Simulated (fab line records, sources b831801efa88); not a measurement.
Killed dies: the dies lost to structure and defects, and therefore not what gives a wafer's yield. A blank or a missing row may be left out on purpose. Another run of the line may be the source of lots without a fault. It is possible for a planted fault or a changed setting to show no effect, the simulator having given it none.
Which tool was responsible? || flow sky130 || 13 lots, 39 wafers sampled, at 4 steps of a route of 708

## WHAT THE GAUGES READ, wafer by wafer
SKY_METAL2_OVL_MEAS_16. Usual: METAL2_OVL gives 0 nm (standard deviation 5.6).
{"lot": "L261", "measured": "day 36 00:15", "on": "overlay-01", "METAL2_OVL (nm)": "7 0 8", "flag": ""}
{"lot": "L260", "measured": "day 36 01:51", "on": "overlay-01", "METAL2_OVL (nm)": "4 4 -3", "flag": ""}
{"lot": "L262", "measured": "day 36 04:35", "on": "overlay-01", "METAL2_OVL (nm)": "8 7 4", "flag": ""}
{"lot": "L263", "measured": "day 36 16:32", "on": "overlay-01", "METAL2_OVL (nm)": "-2 3 1", "flag": ""}
{"lot": "L264", "measured": "day 38 00:35", "on": "overlay-01", "METAL2_OVL (nm)": "13 4 5", "flag": ""}
{"lot": "L266", "measured": "day 38 01:43", "on": "overlay-01", "METAL2_OVL (nm)": "0 1 4", "flag": ""}
{"lot": "L265", "measured": "day 38 02:44", "on": "overlay-01", "METAL2_OVL (nm)": "-4 -2 -1", "flag": ""}
{"lot": "L267", "measured": "day 38 04:50", "on": "overlay-01", "METAL2_OVL (nm)": "4 7 4", "flag": ""}
{"lot": "L271", "measured": "day 39 06:26", "on": "overlay-02", "METAL2_OVL (nm)": "2 -1 -6", "flag": ""}
{"lot": "L273", "measured": "day 39 14:59", "on": "overlay-02", "METAL2_OVL (nm)": "-6 -10 -10", "flag": ""}
{"lot": "L278", "measured": "day 41 00:36", "on": "overlay-01", "METAL2_OVL (nm)": "-3 -8 -8", "flag": ""}
{"lot": "L280", "measured": "day 41 15:17", "on": "overlay-01", "METAL2_OVL (nm)": "7 -2 6", "flag": ""}
{"lot": "L281", "measured": "day 41 20:20", "on": "overlay-02", "METAL2_OVL (nm)": "-5 -6 -11", "flag": ""}

## TOOL THAT RAN EACH LOT (tool first, then ch and the chambers of the sampled wafers, then the start)
{"lot": "L261", "SKY_METAL2_SPUTTER_00": "pvdSputter-01, day 34 21:59", "SKY_METAL2_SPUTTER_03": "pvdSputter-01, day 34 22:04", "SKY_METAL2_SOFTBAKE_11": "lithoTrack-01 ch 0, day 35 11:00"}
{"lot": "L260", "SKY_METAL2_SPUTTER_00": "pvdSputter-01, day 34 23:53", "SKY_METAL2_SPUTTER_03": "pvdSputter-01, day 34 23:58", "SKY_METAL2_SOFTBAKE_11": "lithoTrack-04 ch 0, day 35 13:00"}
{"lot": "L262", "SKY_METAL2_SPUTTER_00": "pvdSputter-03, day 35 02:50", "SKY_METAL2_SPUTTER_03": "pvdSputter-03, day 35 02:55", "SKY_METAL2_SOFTBAKE_11": "lithoTrack-02 ch 0, day 35 16:00"}
{"lot": "L263", "SKY_METAL2_SPUTTER_00": "pvdSputter-03, day 35 13:56", "SKY_METAL2_SPUTTER_03": "pvdSputter-03, day 35 14:00", "SKY_METAL2_SOFTBAKE_11": "lithoTrack-02 ch 0, day 36 03:00"}
{"lot": "L264", "SKY_METAL2_SPUTTER_00": "pvdSputter-01, day 36 22:31", "SKY_METAL2_SPUTTER_03": "pvdSputter-01, day 36 22:36", "SKY_METAL2_SOFTBAKE_11": "lithoTrack-02 ch 0, day 37 10:00"}
{"lot": "L266", "SKY_METAL2_SPUTTER_00": "pvdSputter-03, day 36 23:28", "SKY_METAL2_SPUTTER_03": "pvdSputter-03, day 36 23:32", "SKY_METAL2_SOFTBAKE_11": "lithoTrack-04 ch 0, day 37 12:00"}
{"lot": "L265", "SKY_METAL2_SPUTTER_00": "pvdSputter-03, day 37 01:46", "SKY_METAL2_SPUTTER_03": "pvdSputter-03, day 37 01:50", "SKY_METAL2_SOFTBAKE_11": "lithoTrack-02 ch 0, day 37 14:00"}
{"lot": "L267", "SKY_METAL2_SPUTTER_00": "pvdSputter-04, day 37 03:23", "SKY_METAL2_SPUTTER_03": "pvdSputter-04, day 37 03:28", "SKY_METAL2_SOFTBAKE_11": "lithoTrack-02 ch 0, day 37 16:00"}
{"lot": "L271", "SKY_METAL2_SPUTTER_00": "pvdSputter-01, day 38 04:33", "SKY_METAL2_SPUTTER_03": "pvdSputter-01, day 38 04:37", "SKY_METAL2_SOFTBAKE_11": "lithoTrack-02 ch 0, day 38 17:00"}
{"lot": "L273", "SKY_METAL2_SPUTTER_00": "pvdSputter-03, day 38 14:16", "SKY_METAL2_SPUTTER_03": "pvdSputter-03, day 38 14:20", "SKY_METAL2_SOFTBAKE_11": "lithoTrack-02 ch 0, day 39 03:00"}
{"lot": "L278", "SKY_METAL2_SPUTTER_00": "pvdSputter-03, day 40 00:20", "SKY_METAL2_SPUTTER_03": "pvdSputter-03, day 40 00:24", "SKY_METAL2_SOFTBAKE_11": "lithoTrack-04 ch 0, day 40 12:00"}
{"lot": "L280", "SKY_METAL2_SPUTTER_00": "pvdSputter-03, day 40 15:20", "SKY_METAL2_SPUTTER_03": "pvdSputter-03, day 40 15:25", "SKY_METAL2_SOFTBAKE_11": "lithoTrack-01 ch 0, day 41 03:00"}
{"lot": "L281", "SKY_METAL2_SPUTTER_00": "pvdSputter-01, day 40 20:27", "SKY_METAL2_SPUTTER_03": "pvdSputter-01, day 40 20:32", "SKY_METAL2_SOFTBAKE_11": "lithoTrack-02 ch 0, day 41 08:00"}
- SKY_METAL2_SPUTTER_00: material Ti, target thk 15 nm, time 10 s.
- SKY_METAL2_SPUTTER_03: material Ti, target thk 5 nm, time 3.3 s.
- SKY_METAL2_SOFTBAKE_11: time 90 s.

## AS READ BY THE TOOLS THEMSELVES (means over the sampled wafers that have a number; for cases with no such wafer, the mark the record gives instead)
SKY_METAL2_SPUTTER_00. Usual: throttleValvePct at 30.0 %, with a standard deviation of 1.2.
{"lot": "L261", "tool": "pvdSputter-01", "throttleValvePct (%)": 30.4, "flag": ""}
{"lot": "L260", "tool": "pvdSputter-01", "throttleValvePct (%)": 29.7, "flag": ""}
{"lot": "L262", "tool": "pvdSputter-03", "throttleValvePct (%)": 29.0, "flag": ""}
{"lot": "L263", "tool": "pvdSputter-03", "throttleValvePct (%)": 30.6, "flag": ""}
{"lot": "L264", "tool": "pvdSputter-01", "throttleValvePct (%)": 30.5, "flag": ""}
{"lot": "L266", "tool": "pvdSputter-03", "throttleValvePct (%)": 29.7, "flag": ""}
{"lot": "L265", "tool": "pvdSputter-03", "throttleValvePct (%)": 30.4, "flag": ""}
{"lot": "L267", "tool": "pvdSputter-04", "throttleValvePct (%)": 29.9, "flag": ""}
{"lot": "L271", "tool": "pvdSputter-01", "throttleValvePct (%)": 30.7, "flag": ""}
{"lot": "L273", "tool": "pvdSputter-03", "throttleValvePct (%)": 29.4, "flag": ""}
{"lot": "L278", "tool": "pvdSputter-03", "throttleValvePct (%)": 31.0, "flag": ""}
{"lot": "L280", "tool": "pvdSputter-03", "throttleValvePct (%)": 30.5, "flag": ""}
{"lot": "L281", "tool": "pvdSputter-01", "throttleValvePct (%)": 30.7, "flag": ""}

SKY_METAL2_SPUTTER_03. Usual: throttleValvePct at 30.1 %, with a standard deviation of 1.2.
{"lot": "L261", "tool": "pvdSputter-01", "throttleValvePct (%)": 30.4, "flag": ""}
{"lot": "L260", "tool": "pvdSputter-01", "throttleValvePct (%)": 29.7, "flag": ""}
{"lot": "L262", "tool": "pvdSputter-03", "throttleValvePct (%)": 28.8, "flag": ""}
{"lot": "L263", "tool": "pvdSputter-03", "throttleValvePct (%)": 30.5, "flag": ""}
{"lot": "L264", "tool": "pvdSputter-01", "throttleValvePct (%)": 30.7, "flag": ""}
{"lot": "L266", "tool": "pvdSputter-03", "throttleValvePct (%)": 29.9, "flag": ""}
{"lot": "L265", "tool": "pvdSputter-03", "throttleValvePct (%)": 30.4, "flag": ""}
{"lot": "L267", "tool": "pvdSputter-04", "throttleValvePct (%)": 30.0, "flag": ""}
{"lot": "L271", "tool": "pvdSputter-01", "throttleValvePct (%)": 30.8, "flag": ""}
{"lot": "L273", "tool": "pvdSputter-03", "throttleValvePct (%)": 29.4, "flag": ""}
{"lot": "L278", "tool": "pvdSputter-03", "throttleValvePct (%)": 31.0, "flag": ""}
{"lot": "L280", "tool": "pvdSputter-03", "throttleValvePct (%)": 30.5, "flag": ""}
{"lot": "L281", "tool": "pvdSputter-01", "throttleValvePct (%)": 30.6, "flag": ""}

SKY_METAL2_SOFTBAKE_11. Usual: heaterPowerTotalW 57.36 W, standard deviation 0.12; plateTempC 100.04 C, standard deviation 0.13.
{"lot": "L261", "tool": "lithoTrack-01", "heaterPowerTotalW (W)": 57.37, "plateTempC (C)": 99.98, "flag": ""}
{"lot": "L260", "tool": "lithoTrack-04", "heaterPowerTotalW (W)": 57.37, "plateTempC (C)": 99.93, "flag": ""}
{"lot": "L262", "tool": "lithoTrack-02", "heaterPowerTotalW (W)": 57.32, "plateTempC (C)": 100.06, "flag": ""}
{"lot": "L263", "tool": "lithoTrack-02", "heaterPowerTotalW (W)": 57.43, "plateTempC (C)": 100.09, "flag": ""}
{"lot": "L264", "tool": "lithoTrack-02", "heaterPowerTotalW (W)": 57.28, "plateTempC (C)": 100.21, "flag": ""}
{"lot": "L266", "tool": "lithoTrack-04", "heaterPowerTotalW (W)": 57.42, "plateTempC (C)": 100.01, "flag": ""}
{"lot": "L265", "tool": "lithoTrack-02", "heaterPowerTotalW (W)": 57.39, "plateTempC (C)": 100.14, "flag": ""}
{"lot": "L267", "tool": "lithoTrack-02", "heaterPowerTotalW (W)": 57.45, "plateTempC (C)": 100.08, "flag": ""}
{"lot": "L271", "tool": "lithoTrack-02", "heaterPowerTotalW (W)": 56.63, "plateTempC (C)": 99.21, "flag": "OFF"}
{"lot": "L273", "tool": "lithoTrack-02", "heaterPowerTotalW (W)": 56.61, "plateTempC (C)": 99.02, "flag": "OFF"}
{"lot": "L278", "tool": "lithoTrack-04", "heaterPowerTotalW (W)": 57.28, "plateTempC (C)": 100.30, "flag": ""}
{"lot": "L280", "tool": "lithoTrack-01", "heaterPowerTotalW (W)": 57.30, "plateTempC (C)": 100.06, "flag": ""}
{"lot": "L281", "tool": "lithoTrack-02", "heaterPowerTotalW (W)": 57.39, "plateTempC (C)": 99.93, "flag": ""}

## THE ANSWER, worked out from the rows above alone
Rule: a lot counts as off when the mean over its wafers that have a number is more than 3 standard deviations away from the usual mean. Also off: a lot with no number at a reading for which 4 or more lots have one. Where the step has rows for the other lots, those lots are counted as sound. Order of review: gauges by route order, followed by the tools' own readings, for which a lot's mean as printed above is used. At the first step where some lot is off, the reading lying furthest off is the one used; lots without a number count as furthest.
Off, at SKY_METAL2_SOFTBAKE_11 on plateTempC: L271, L273.
A tool fits if, at that step or a process step before it, it ran every lot that is off, and no sound lot after the first of them. None of those tried fits.

## WHAT THE SIMULATOR HAD INSERTED
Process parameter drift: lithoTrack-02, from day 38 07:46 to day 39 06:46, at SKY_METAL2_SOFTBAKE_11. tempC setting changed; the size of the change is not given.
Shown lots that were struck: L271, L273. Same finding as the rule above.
